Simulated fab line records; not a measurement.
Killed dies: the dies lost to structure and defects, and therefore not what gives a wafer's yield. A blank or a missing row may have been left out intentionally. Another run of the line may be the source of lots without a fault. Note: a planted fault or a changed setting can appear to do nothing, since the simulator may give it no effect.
fab line records	flow gf180mcu
record lots=24	wafers=72	last_day=34
route steps=602 shown CONTACT@304 M1@319 M2@378 M4@473 V5@541
lots that met no fault: taken from a fault-free run of the same line
start_h: the number of hours between the record's first day and the start of the first shown wafer of the lot	wait_h: hours since the lot's step before	" as in the row above	L1.1+2: a row that stands for several wafers	- no value, or no start was given	* or withheld: withheld	< > ~ a bound
route shown NAME@n: a module of which the file shows steps, and the number in the route of the first	usual: mean and standard deviation over wafers with no fault	same: alike in all rows	chamber/n: place in a boat	sites: per-site readings	_std_site: how widely they spread, as a standard deviation	_edge_site: outer sites' mean less inner sites'	radius_mm: how far each site lies from the wafer's centre	mask NAME#n: copy n	behind: tool/chamber where the wafer was last shaped	hold: why the lot was held/for how many hours/how that ended	device: which transistor (n, p or np) failed to switch	end of line: tests of these same wafers at the route's end	where a step has no rows: the recipe by itself	killed: the dies lost at the first sort to structure and to defects; this is not the yield of the wafer	map: shows each die of a wafer: x if killed, . if not, _ if none is there
set.NAME: the run value of the setting; set.NAME@STEP: its run value at that earlier step	model.NAME: the simulator's own value behind a step, which no gauge read
the route's steps for a sample of lots (tables are steps, rows are wafers)
services: from which hour (start_h, from the record's first day; less than 0 if before it) a tool's chamber was out of use, for how many hours, and why
## steps
# step GF_CONTACT_ETCH_17
# recipe chemistry=C4F8/O2/Ar	mask_material=KrF	target=SiO2	stop_on=CoSi2	source_w=1500	bias_w=1200	pressure_mtorr=40	c4f8_flow_sccm=withheld	O2_flow_sccm=6	Ar_flow_sccm=300	time_s=withheld	target_depth_a=8600
# usual oes_product_au=0.813/0.0045
lot.wafer	tool	chamber	start_h	wait_h	oes_product_au
L074.2	rie_diel-01	3	-	-	0.821
L074.5	"	2	"	"	0.814
L074.6	"	3	"	"	0.808
L075.1	rie_diel-01	0	-	-	0.813
L075.3	"	1	"	"	0.810
L075.5	"	3	"	"	0.808
L076.2	rie_diel-04	1	-	-	0.808
L076.5	"	2	"	"	0.816
L076.6	"	3	"	"	0.812
L077.1	rie_diel-01	0	-	-	0.816
L077.3	"	1	"	"	0.813
L077.5	"	1	"	"	0.806
L078.2	rie_diel-04	1	-	-	0.816
L078.3	"	0	"	"	0.806
L078.5	"	0	"	"	0.817
L079.1	rie_diel-04	3	-	-	0.816
L079.2	"	0	"	"	0.810
L079.5	"	1	"	"	0.804
L080.2	rie_diel-02	3	-	-	0.804
L080.5	"	0	"	"	0.820
L080.6	"	1	"	"	0.817
L081.1	rie_diel-04	2	-	-	0.817
L081.2	"	1	"	"	0.825
L081.6	"	2	"	"	0.810
L082.1	rie_diel-02	3	-	-	0.811
L082.2	"	1	"	"	0.804
L082.5	"	0	"	"	0.816
L083.1	rie_diel-01	2	-	-	0.808
L083.2	"	3	"	"	0.813
L083.3	"	0	"	"	0.813
L084.3	rie_diel-02	2	-	-	0.820
L084.4	"	3	"	"	0.817
L084.6	"	2	"	"	0.814
L085.2	rie_diel-02	1	-	-	0.816
L085.3	"	0	"	"	0.809
L085.5	"	0	"	"	0.806
L086.1	rie_diel-01	2	-	-	0.811
L086.3	"	0	"	"	0.820
L086.6	"	2	"	"	0.806
L087.1	rie_diel-02	0	-	-	0.823
L087.3	"	2	"	"	0.814
L087.6	"	3	"	"	0.814
L088.1	rie_diel-02	2	-	-	0.816
L088.2	"	0	"	"	0.808
L088.3	"	1	"	"	0.812
L089.1	rie_diel-04	1	-	-	0.809
L089.3	"	3	"	"	0.813
L089.4	"	0	"	"	0.820
L090.1	rie_diel-02	2	-	-	0.815
L090.2	"	3	"	"	0.821
L090.4	"	0	"	"	0.812
L091.1	rie_diel-02	3	-	-	0.819
L091.4	"	2	"	"	0.813
L091.5	"	3	"	"	0.813
L092.3	rie_diel-01	0	-	-	0.814
L092.4	"	1	"	"	0.811
L092.5	"	1	"	"	0.810
L093.3	rie_diel-01	1	-	-	0.806
L093.4	"	3	"	"	0.826
L093.6	"	2	"	"	0.811
L095.1	rie_diel-04	2	-	-	0.813
L095.3	"	0	"	"	0.814
L095.4	"	3	"	"	0.807
L094.1	rie_diel-02	2	-	-	0.816
L094.5	"	1	"	"	0.817
L094.6	"	2	"	"	0.817
L096.1	rie_diel-04	2	-	-	0.803
L096.2	"	0	"	"	0.816
L096.4	"	1	"	"	0.817
L097.3	rie_diel-01	3	-	-	0.808
L097.4	"	0	"	"	0.809
L097.6	"	0	"	"	0.819
# step GF_M1_SPUTTER_04
# recipe material=TiN	target_thk_nm=50	power_w=6500	time_s=41.7	chamber_pressure_pa=0.4
# usual throttle_valve_pct=29.9/1.4
lot.wafer	tool	chamber	start_h	wait_h	throttle_valve_pct
L074.2	pvd_sputter-03	-	361.00	0.0	30.7
L074.5	"	-	"	"	28.7
L074.6	"	-	"	"	28.7
L075.1	pvd_sputter-01	-	370.60	0.0	30.0
L075.3	"	-	"	"	30.4
L075.5	"	-	"	"	30.8
L076.2	pvd_sputter-02	-	377.70	0.0	32.0
L076.5	"	-	"	"	31.9
L076.6	"	-	"	"	28.5
L077.1	pvd_sputter-02	-	388.94	0.0	28.4
L077.3	"	-	"	"	31.2
L077.5	"	-	"	"	28.7
L078.2	pvd_sputter-03	-	396.69	0.0	28.6
L078.3	"	-	"	"	30.6
L078.5	"	-	"	"	30.9
L079.1	pvd_sputter-01	-	408.43	0.0	29.0
L079.2	"	-	"	"	30.5
L079.5	"	-	"	"	30.2
L080.2	pvd_sputter-01	-	415.91	0.0	28.9
L080.5	"	-	"	"	30.5
L080.6	"	-	"	"	28.9
L081.1	pvd_sputter-01	-	423.89	0.0	30.6
L081.2	"	-	"	"	28.5
L081.6	"	-	"	"	29.1
L082.1	pvd_sputter-02	-	431.53	0.0	28.3
L082.2	"	-	"	"	33.3
L082.5	"	-	"	"	28.3
L083.1	pvd_sputter-02	-	440.15	0.0	33.6
L083.2	"	-	"	"	31.8
L083.3	"	-	"	"	28.5
L084.3	pvd_sputter-01	-	453.84	0.0	28.1
L084.4	"	-	"	"	28.9
L084.6	"	-	"	"	28.0
L085.2	pvd_sputter-02	-	463.94	0.0	31.9
L085.3	"	-	"	"	31.1
L085.5	"	-	"	"	28.6
L086.1	pvd_sputter-02	-	468.28	0.0	31.8
L086.3	"	-	"	"	33.3
L086.6	"	-	"	"	28.5
L087.1	pvd_sputter-03	-	475.39	0.0	30.4
L087.3	"	-	"	"	28.7
L087.6	"	-	"	"	28.7
L088.1	pvd_sputter-03	-	488.08	0.0	28.6
L088.2	"	-	"	"	29.4
L088.3	"	-	"	"	28.9
L089.1	pvd_sputter-03	-	493.58	0.0	28.9
L089.3	"	-	"	"	28.7
L089.4	"	-	"	"	29.3
L090.1	pvd_sputter-03	-	498.80	0.0	28.6
L090.2	"	-	"	"	29.2
L090.4	"	-	"	"	30.4
L091.1	pvd_sputter-03	-	509.16	0.0	28.9
L091.4	"	-	"	"	30.6
L091.5	"	-	"	"	29.2
L092.3	pvd_sputter-03	-	520.46	0.0	29.3
L092.4	"	-	"	"	30.8
L092.5	"	-	"	"	29.0
L093.3	pvd_sputter-01	-	525.96	0.0	29.2
L093.4	"	-	"	"	29.8
L093.6	"	-	"	"	30.6
L095.1	pvd_sputter-01	-	546.30	0.0	29.0
L095.3	"	-	"	"	29.8
L095.4	"	-	"	"	28.2
L094.1	pvd_sputter-01	-	548.69	0.0	29.9
L094.5	"	-	"	"	30.2
L094.6	"	-	"	"	28.2
L096.1	pvd_sputter-03	-	549.58	0.0	29.0
L096.2	"	-	"	"	30.5
L096.4	"	-	"	"	29.2
L097.3	pvd_sputter-02	-	557.85	0.0	31.9
L097.4	"	-	"	"	33.2
L097.6	"	-	"	"	28.2
# step GF_M2_METAL_ETCH_16
# recipe chemistry=Cl2/BCl3	mask_material=KrF	target_depth_nm=627.5	stop_on=SiO2	pressure_mtorr=8	icp_w=800	bias_w=140	Cl2_flow_sccm=80	bcl3_flow_sccm=40	time_s=104.6
# usual drypump_motor_current_A=5.6/0.5	oes_product_au=0.972/0.0065	throttle_valve_pct=28.252/0.01
lot.wafer	tool	chamber	start_h	wait_h	drypump_motor_current_A	oes_product_au	rf_hours_counter_h	throttle_valve_pct
L074.2	rie_metal-02	1	433.71	0.0	6.1	0.968	7	28.245
L074.5	"	1	"	"	6.1	0.972	-	28.277
L074.6	"	0	"	"	5.5	0.975	-	28.257
L075.1	rie_metal-02	0	443.26	0.0	5.5	0.974	8	28.263
L075.3	"	1	"	"	6.1	0.975	-	28.232
L075.5	"	0	"	"	5.5	0.974	-	28.250
L076.2	rie_metal-03	0	452.81	0.0	5.7	0.964	1	28.252
L076.5	"	1	"	"	4.8	0.992	-	28.242
L076.6	"	0	"	"	5.6	0.972	-	28.257
L077.1	rie_metal-03	0	464.36	0.0	5.7	0.969	1	28.259
L077.3	"	1	"	"	4.8	0.961	-	28.271
L077.5	"	0	"	"	5.6	0.961	-	28.252
L078.2	rie_metal-02	1	472.11	0.0	6.1	0.976	7	28.245
L078.3	"	0	"	"	5.4	0.970	-	28.240
L078.5	"	0	"	"	5.5	0.985	-	28.248
L079.1	rie_metal-03	0	484.51	0.0	5.7	0.975	1	28.257
L079.2	"	1	"	"	4.8	0.955	8	28.245
L079.5	"	1	"	"	4.8	0.968	-	28.256
L080.2	rie_metal-02	1	491.96	0.0	6.1	0.973	8	28.255
L080.5	"	0	"	"	5.5	0.971	-	28.260
L080.6	"	1	"	"	6.1	0.978	-	28.248
L081.1	rie_metal-03	1	500.36	0.0	4.8	0.966	8	28.249
L081.2	"	0	"	"	5.7	0.975	2	28.241
L081.6	"	1	"	"	4.8	0.978	-	28.247
L082.1	rie_metal-02	1	507.07	0.0	6.2	0.971	8	28.257
L082.2	"	0	"	"	5.5	0.967	10	28.243
L082.5	"	0	"	"	5.5	0.966	-	28.249
L083.1	rie_metal-02	1	514.46	0.0	6.1	0.964	9	28.270
L083.2	"	0	"	"	5.5	0.961	10	28.244
L083.3	"	1	"	"	6.1	0.956	-	28.260
L084.3	rie_metal-03	1	526.90	0.1	4.8	0.969	-	28.253
L084.4	"	0	"	"	5.7	0.961	-	28.258
L084.6	"	0	"	"	5.7	0.963	-	28.257
L085.2	rie_metal-03	1	537.26	0.0	4.8	0.976	9	28.261
L085.3	"	1	"	"	4.8	0.981	-	28.227
L085.5	"	0	"	"	5.6	0.977	-	28.236
L086.1	rie_metal-02	0	542.02	0.0	5.5	0.977	10	28.231
L086.3	"	0	"	"	5.5	0.979	-	28.252
L086.6	"	1	"	"	6.1	0.983	-	28.241
L087.1	rie_metal-04	1	548.38	0.0	6.1	0.964	10	28.247
L087.3	"	0	"	"	6.3	0.962	-	28.279
L087.6	"	1	"	"	6.1	0.980	-	28.262
L088.1	rie_metal-04	0	560.21	0.0	6.3	0.959	4	28.242
L088.2	"	1	"	"	6.1	0.972	10	28.242
L088.3	"	0	"	"	6.3	0.971	-	28.235
L089.1	rie_metal-02	1	565.81	0.0	6.1	0.969	10	28.250
L089.3	"	1	"	"	6.1	0.977	-	28.275
L089.4	"	1	"	"	6.1	0.966	-	28.257
L090.1	rie_metal-03	1	570.06	0.0	4.7	0.974	10	28.258
L090.2	"	0	"	"	5.7	0.980	4	28.254
L090.4	"	0	"	"	5.7	0.973	-	28.256
L091.1	rie_metal-02	1	579.31	0.0	6.1	0.965	10	28.261
L091.4	"	0	"	"	5.4	0.959	-	28.256
L091.5	"	0	"	"	5.4	0.958	-	28.250
L092.3	rie_metal-02	0	590.79	0.1	5.5	0.972	-	28.255
L092.4	"	1	"	"	6.1	0.978	-	28.262
L092.5	"	0	"	"	5.4	0.977	-	28.240
L093.3	rie_metal-03	1	594.45	0.1	4.8	0.978	-	28.246
L093.4	"	0	"	"	5.7	0.973	-	28.251
L093.6	"	1	"	"	4.8	0.971	-	28.242
L095.1	rie_metal-03	0	614.37	0.0	5.6	0.979	5	28.227
L095.3	"	0	"	"	5.6	0.978	-	28.251
L095.4	"	1	"	"	4.8	0.976	-	28.242
L094.1	rie_metal-02	1	615.92	0.0	6.1	0.979	11	28.271
L094.5	"	0	"	"	5.5	0.961	-	28.250
L094.6	"	1	"	"	6.1	0.965	-	28.247
L096.1	rie_metal-04	1	617.58	0.0	6.1	0.980	12	28.233
L096.2	"	0	"	"	6.3	0.972	6	28.254
L096.4	"	0	"	"	6.3	0.979	-	28.239
L097.3	rie_metal-03	1	625.69	0.1	4.8	0.974	-	28.254
L097.4	"	0	"	"	5.7	0.973	-	28.243
L097.6	"	0	"	"	5.6	0.971	-	28.249
# step GF_M4_STRIP_17
# recipe chemistry=O2/N2	power_w=1400	pressure_mtorr=1500	platen_temp_c=250	o2_flow_sccm=3000	n2_flow_sccm=300	overash_fraction=0.5
# usual drypump_motor_current_A=5.8/0.52	heater_power_w=321/15	oes_product_au=0.557/0.0054	strip_time_to_endpoint_s=7.86/0.055
lot.wafer	tool	chamber	start_h	wait_h	drypump_motor_current_A	heater_power_w	oes_product_au	rf_hours_counter_h	strip_time_to_endpoint_s
L074.2	plasma_asher-04	1	535.83	0.1	5.2	308	0.559	94	7.87
L074.5	"	0	"	"	6.5	324	0.552	-	7.80
L074.6	"	1	"	"	5.2	303	0.555	-	7.87
L075.1	plasma_asher-01	0	544.82	0.1	5.0	324	0.557	72	7.91
L075.3	"	0	"	"	5.0	338	0.562	-	7.79
L075.5	"	0	"	"	5.0	322	0.544	-	7.78
L076.2	plasma_asher-04	0	551.77	0.1	6.6	337	0.557	96	7.80
L076.5	"	1	"	"	5.2	302	0.548	-	7.81
L076.6	"	0	"	"	6.5	323	0.560	-	7.90
L077.1	plasma_asher-01	1	562.79	0.1	6.1	343	0.552	74	7.79
L077.3	"	1	"	"	6.1	341	0.560	-	7.85
L077.5	"	0	"	"	5.0	326	0.553	-	7.86
L078.2	plasma_asher-02	0	571.17	0.1	6.1	311	0.556	15	7.85
L078.3	"	0	"	"	6.1	310	0.555	-	7.85
L078.5	"	0	"	"	6.1	305	0.560	-	7.91
L079.1	plasma_asher-04	0	582.32	0.1	6.5	322	0.557	99	7.82
L079.2	"	1	"	"	5.2	299	0.557	99	7.89
L079.5	"	0	"	"	6.6	324	0.553	-	7.85
L080.2	plasma_asher-04	0	588.57	0.1	6.5	316	0.548	100	7.83
L080.5	"	0	"	"	6.5	322	0.547	-	7.83
L080.6	"	1	"	"	5.3	297	0.562	-	7.90
L081.1	plasma_asher-04	1	595.85	0.1	5.3	305	0.556	101	7.87
L081.2	"	0	"	"	6.6	332	0.558	101	7.82
L081.6	"	0	"	"	6.6	323	0.550	-	7.86
L082.1	plasma_asher-01	1	601.77	0.1	6.1	347	0.554	77	7.76
L082.2	"	0	"	"	5.0	332	0.550	77	7.87
L082.5	"	0	"	"	5.0	330	0.551	-	7.75
L083.1	plasma_asher-02	0	608.32	0.1	6.1	308	0.564	19	7.85
L083.2	"	1	"	"	5.6	339	0.561	19	7.91
L083.3	"	1	"	"	5.6	323	0.573	-	7.90
L084.3	plasma_asher-02	0	619.61	0.1	6.0	320	0.559	-	7.87
L084.4	"	1	"	"	5.6	338	0.548	-	7.80
L084.6	"	0	"	"	6.1	305	0.550	-	7.78
L085.2	plasma_asher-02	1	628.02	0.1	5.6	337	0.558	21	7.86
L085.3	"	0	"	"	6.0	308	0.557	-	7.92
L085.5	"	1	"	"	5.5	325	0.556	-	7.87
L086.1	plasma_asher-04	1	634.54	0.2	5.2	301	0.555	105	7.96
L086.3	"	0	"	"	6.5	321	0.555	-	7.93
L086.6	"	0	"	"	6.5	332	0.556	-	7.95
L087.1	plasma_asher-01	0	640.59	0.2	5.0	331	0.556	82	7.88
L087.3	"	0	"	"	5.0	326	0.555	-	7.84
L087.6	"	0	"	"	5.0	338	0.560	-	7.83
L088.1	plasma_asher-02	1	648.67	0.1	5.6	326	0.556	23	7.88
L088.2	"	0	"	"	6.1	310	0.553	23	7.94
L088.3	"	0	"	"	6.1	316	0.552	-	7.89
L089.1	plasma_asher-01	1	654.27	0.1	6.1	353	0.561	83	7.96
L089.3	"	0	"	"	5.0	331	0.562	-	7.94
L089.4	"	1	"	"	6.1	349	0.546	-	7.80
L090.1	plasma_asher-02	0	657.82	0.1	6.1	315	0.566	24	7.95
L090.2	"	1	"	"	5.6	332	0.564	24	7.82
L090.4	"	1	"	"	5.6	329	0.562	-	7.84
L091.1	plasma_asher-02	0	665.98	0.1	6.1	307	0.558	25	7.87
L091.4	"	0	"	"	6.1	309	0.552	-	7.84
L091.5	"	1	"	"	5.6	327	0.559	-	7.88
L093.3	plasma_asher-02	0	679.60	0.1	6.1	300	0.553	-	7.89
L093.4	"	1	"	"	5.6	332	0.560	-	7.82
L093.6	"	0	"	"	6.0	310	0.554	-	7.87
L092.3	plasma_asher-04	1	680.95	0.1	5.3	305	0.552	-	7.83
L092.4	"	0	"	"	6.5	327	0.554	-	7.98
L092.5	"	1	"	"	5.2	307	0.561	-	7.92
L095.1	plasma_asher-02	1	697.89	0.2	5.6	329	0.561	28	7.96
L095.3	"	0	"	"	6.0	310	0.551	-	7.92
L095.4	"	1	"	"	5.6	318	0.564	-	7.94
L094.1	plasma_asher-04	0	699.57	0.1	6.5	320	0.558	112	7.80
L094.5	"	0	"	"	6.5	336	0.558	-	7.79
L094.6	"	1	"	"	5.2	298	0.565	-	7.87
L096.1	plasma_asher-04	0	703.19	0.1	6.6	319	0.566	112	7.90
L096.2	"	1	"	"	5.3	308	0.551	112	7.88
L096.4	"	0	"	"	6.5	331	0.562	-	7.87
L097.3	plasma_asher-04	0	708.70	0.1	6.6	324	0.555	-	7.84
L097.4	"	1	"	"	5.3	312	0.550	-	7.81
L097.6	"	0	"	"	6.6	329	0.553	-	7.82
# step GF_V5_THK_MEAS_01
# recipe reads=SiO2_of_V5_CVD_00
# usual V5_CVD_00_THK=301.2/2.9
lot.wafer	tool	chamber	start_h	wait_h	V5_CVD_00_THK[nm]
L074.2	film_metro-02	-	604.49	0.0	298.4
L074.5	"	-	"	"	296.3
L074.6	"	-	"	"	299.0
L075.1	film_metro-04	-	614.22	0.0	306.2
L075.3	"	-	"	"	307.9
L075.5	"	-	"	"	306.4
L076.2	film_metro-04	-	621.02	0.0	298.3
L076.5	"	-	"	"	302.1
L076.6	"	-	"	"	302.4
L077.1	film_metro-01	-	629.60	0.0	301.7
L077.3	"	-	"	"	304.8
L077.5	"	-	"	"	304.2
L078.2	film_metro-02	-	637.24	0.0	305.9
L078.3	"	-	"	"	301.3
L078.5	"	-	"	"	298.3
L079.1	film_metro-01	-	648.67	0.0	295.2
L079.2	"	-	"	"	303.1
L079.5	"	-	"	"	296.2
L080.2	film_metro-01	-	653.74	0.0	300.8
L080.5	"	-	"	"	302.7
L080.6	"	-	"	"	301.3
L081.1	film_metro-02	-	661.57	0.0	300.5
L081.2	"	-	"	"	304.3
L081.6	"	-	"	"	301.9
L082.1	film_metro-01	-	666.64	0.0	298.3
L082.2	"	-	"	"	302.3
L082.5	"	-	"	"	299.1
L083.1	film_metro-01	-	673.07	0.0	303.5
L083.2	"	-	"	"	299.5
L083.3	"	-	"	"	303.2
L084.3	film_metro-01	-	683.21	0.0	302.8
L084.4	"	-	"	"	303.6
L084.6	"	-	"	"	302.9
L085.2	film_metro-01	-	690.94	0.0	299.7
L085.3	"	-	"	"	303.0
L085.5	"	-	"	"	302.1
L086.1	film_metro-01	-	695.33	0.0	300.7
L086.3	"	-	"	"	299.5
L086.6	"	-	"	"	302.1
L087.1	film_metro-04	-	702.92	0.0	300.2
L087.3	"	-	"	"	295.8
L087.6	"	-	"	"	294.5
L088.1	film_metro-04	-	709.63	0.0	300.7
L088.2	"	-	"	"	301.0
L088.3	"	-	"	"	304.6
L089.1	film_metro-02	-	715.53	0.0	300.7
L089.3	"	-	"	"	304.8
L089.4	"	-	"	"	301.5
L090.1	film_metro-01	-	718.15	0.0	299.0
L090.2	"	-	"	"	299.9
L090.4	"	-	"	"	300.3
L091.1	film_metro-04	-	726.88	0.0	301.3
L091.4	"	-	"	"	303.0
L091.5	"	-	"	"	302.4
L093.3	film_metro-02	-	737.49	0.0	297.3
L093.4	"	-	"	"	299.0
L093.6	"	-	"	"	300.7
L092.3	film_metro-02	-	738.59	0.0	296.4
L092.4	"	-	"	"	296.2
L092.5	"	-	"	"	298.8
L095.1	film_metro-02	-	753.45	0.0	295.2
L095.3	"	-	"	"	300.7
L095.4	"	-	"	"	302.2
L094.1	film_metro-01	-	756.66	0.0	302.0
L094.5	"	-	"	"	304.7
L094.6	"	-	"	"	304.6
L096.1	film_metro-01	-	758.87	0.0	301.5
L096.2	"	-	"	"	300.9
L096.4	"	-	"	"	303.1
L097.3	film_metro-04	-	764.04	0.0	301.8
L097.4	"	-	"	"	300.6
L097.6	"	-	"	"	296.7
# step GF_V5_RS_MEAS_24
# recipe thk_meas_gauge=four-point-probe	reads=W_of_V5_CVD_23+TiN_of_V5_SPUTTER_22+Ti_of_V5_SPUTTER_21
# usual V5_W_RS=0.327/0.003
lot.wafer	tool	chamber	start_h	wait_h	V5_W_RS[ohm/sq]
L074.2	film_metro-02	-	627.21	0.1	0.328
L074.5	"	-	"	"	0.326
L074.6	"	-	"	"	0.327
L075.1	film_metro-01	-	636.52	0.1	0.328
L075.3	"	-	"	"	0.326
L075.5	"	-	"	"	0.329
L076.2	film_metro-01	-	643.28	0.1	0.327
L076.5	"	-	"	"	0.326
L076.6	"	-	"	"	0.330
L077.1	film_metro-01	-	651.85	0.1	0.324
L077.3	"	-	"	"	0.322
L077.5	"	-	"	"	0.323
L078.2	film_metro-04	-	658.37	0.1	0.331
L078.3	"	-	"	"	0.325
L078.5	"	-	"	"	0.333
L079.1	film_metro-02	-	669.64	0.1	0.325
L079.2	"	-	"	"	0.322
L079.5	"	-	"	"	0.327
L080.2	film_metro-01	-	674.54	0.1	0.329
L080.5	"	-	"	"	0.327
L080.6	"	-	"	"	0.328
L081.1	film_metro-02	-	682.35	0.1	0.327
L081.2	"	-	"	"	0.322
L081.6	"	-	"	"	0.327
L082.1	film_metro-02	-	687.86	0.1	0.326
L082.2	"	-	"	"	0.331
L082.5	"	-	"	"	0.328
L083.1	film_metro-02	-	694.06	0.1	0.320
L083.2	"	-	"	"	0.323
L083.3	"	-	"	"	0.323
L084.3	film_metro-01	-	703.93	0.1	0.324
L084.4	"	-	"	"	0.326
L084.6	"	-	"	"	0.325
L085.2	film_metro-02	-	710.80	0.1	0.328
L085.3	"	-	"	"	0.330
L085.5	"	-	"	"	0.328
L086.1	film_metro-04	-	714.71	0.1	0.331
L086.3	"	-	"	"	0.328
L086.6	"	-	"	"	0.330
L087.1	film_metro-01	-	722.16	0.1	0.325
L087.3	"	-	"	"	0.326
L087.6	"	-	"	"	0.329
L088.1	film_metro-01	-	729.42	0.1	0.330
L088.2	"	-	"	"	0.325
L088.3	"	-	"	"	0.327
L089.1	film_metro-02	-	734.60	0.1	0.323
L089.3	"	-	"	"	0.330
L089.4	"	-	"	"	0.327
L090.1	film_metro-04	-	737.02	0.1	0.326
L090.2	"	-	"	"	0.327
L090.4	"	-	"	"	0.325
L091.1	film_metro-01	-	745.26	0.1	0.326
L091.4	"	-	"	"	0.328
L091.5	"	-	"	"	0.327
L093.3	film_metro-01	-	756.05	0.1	0.327
L093.4	"	-	"	"	0.331
L093.6	"	-	"	"	0.331
L092.3	film_metro-01	-	757.14	0.1	0.322
L092.4	"	-	"	"	0.326
L092.5	"	-	"	"	0.323
L095.1	film_metro-01	-	770.72	0.1	0.327
L095.3	"	-	"	"	0.328
L095.4	"	-	"	"	0.328
L094.1	film_metro-02	-	774.71	0.1	0.327
L094.5	"	-	"	"	0.327
L094.6	"	-	"	"	0.328
L096.1	film_metro-02	-	776.25	0.1	0.322
L096.2	"	-	"	"	0.321
L096.4	"	-	"	"	0.323
L097.3	film_metro-01	-	781.70	0.1	0.329
L097.4	"	-	"	"	0.334
L097.6	"	-	"	"	0.332
## services
tool	chamber	start_h	hours	kind
pvd_sputter-03	-	335.83	3.6	repair
pvd_sputter-02	-	336.79	1.4	repair
rie_diel-01	2	345.19	2.3	repair
rie_diel-04	1	361.49	1.4	repair
plasma_asher-04	-	380.59	23.9	repair
rie_metal-03	1	381.14	5.3	repair
rie_diel-02	1	388.81	9.1	repair
pvd_sputter-01	-	397.78	2.1	repair
rie_diel-02	2	413.10	12.0	repair
plasma_asher-02	-	421.25	9.0	pm
pvd_sputter-01	-	427.50	3.6	repair
plasma_asher-04	-	452.62	2.9	repair
rie_diel-02	2	460.60	2.4	repair
rie_diel-01	3	484.16	4.9	repair
rie_diel-01	-	551.97	0.2	repair
rie_diel-01	1	559.88	2.4	repair
plasma_asher-04	-	572.04	1.2	repair
rie_metal-02	-	593.16	4.0	pm
rie_metal-03	0	630.43	22.6	repair
plasma_asher-04	-	656.84	2.3	repair
plasma_asher-04	-	658.31	0.5	repair
rie_diel-02	2	680.62	10.0	repair
rie_diel-02	0	700.51	3.8	repair
rie_diel-02	-	702.76	14.6	repair
## key
fault none
